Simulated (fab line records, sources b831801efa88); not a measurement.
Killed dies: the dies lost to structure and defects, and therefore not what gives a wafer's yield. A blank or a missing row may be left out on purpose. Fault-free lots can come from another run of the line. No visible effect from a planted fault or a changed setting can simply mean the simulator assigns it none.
Problem report, 8D (eight disciplines) form, completed by code ; flow sky130 ; the parts of the form that need people (team, actions taken, sign-off) are left out

## 1. PROBLEM STATEMENT
Across 12 wafers from 4 lots, GATE_OXIDE_OXIDATION_00_THK at SKY_GATE_OXIDE_THK_MEAS_02 averages 5.90 nm, while fault-free wafers read 10.28 nm with a standard deviation of 0.18. Measured from the usual mean, that is -24 standard deviations.
The first sign was on wafer L488.3 at day 17 08:13, on film_metro-03. Wafers with a number at this step in the record: 33, from 11 lots. The rule behind "out" and "out of limits": a value lying over 4 standard deviations away from the usual mean. Any other wafer with a number is counted as sound.

## 2. WHAT IT IS AND WHAT IT IS NOT
question;is;is not
which readings at this step;GATE_OXIDE_OXIDATION_00_THK;-
which lots;L488, L489, L490, L491;L476, L477, L479, L481, L484, L495, L497
which wafers of those lots;all that have a number;-
read on which gauges;film_metro-01, film_metro-02, film_metro-03;-
when;from day 17 08:13;"up to then (15 sound wafers); but 6 sound wafers of L495, L497 came after"

## 3. THE SUSPECTS, EACH WITH WHAT RULES IT OUT
Counting: a tool at any process step up to the reading remains a suspect when it ran all the lots that are out and ran no sound lot after the first of those.
- the gauge at SKY_GATE_OXIDE_THK_MEAS_02 has been ruled out. Those wafers that are out were read across 3 gauges (film_metro-01, film_metro-02, film_metro-03).
- furnace-01 at SKY_GATE_OXIDE_OXIDATION_01 (stabilise 600 s, purge 300 s, target thk 10.268 nm): kept. It ran every lot that is out, first L488 (day 17 06:47), and no sound lot after that; its last sound lot up to then is L481 (day 14 20:41).
Remaining after the count: furnace-01 at SKY_GATE_OXIDE_OXIDATION_01.

## 4. THE CAUSE (what the simulator had put in)
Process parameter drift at SKY_GATE_OXIDE_OXIDATION_01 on furnace-01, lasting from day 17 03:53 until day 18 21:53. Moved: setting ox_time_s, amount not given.
The count eliminated every tool but this one.

## 5. THE CHAIN OF EFFECTS, in route order
Each row: a reading where the mean over the struck wafers with a number is more than 3 standard deviations away from the usual. Readings are gone through only where the record gives a usual standard deviation; hours: the median, over the lots, of the time from a lot's start at the first step in this table giving one to that lot's start at this step; sigmas: the change measured in usual standard deviations.
hours;step;reading;usual;on struck wafers;change;sigmas
0;SKY_GATE_OXIDE_THK_MEAS_02;GATE_OXIDE_OXIDATION_00_THK;10.28 nm;5.90;-4.38;-24

## 6. WHAT WOULD HAVE CAUGHT IT SOONER
Counted from the fault's start at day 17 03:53, it took 4 hours until the first out-of-limits reading at a measuring or inspecting step in this record, taken at day 17 08:13.
No tool reading at SKY_GATE_OXIDE_OXIDATION_01 that has a usual standard deviation in the record was out on any struck wafer, so an alarm limit of 4 standard deviations on those readings would not have fired.
L490, L489, L491, from the lots that are out (4), started SKY_GATE_OXIDE_OXIDATION_01 on furnace-01 later than day 17 08:13. A hold on the tool at that time would have spared those 3.
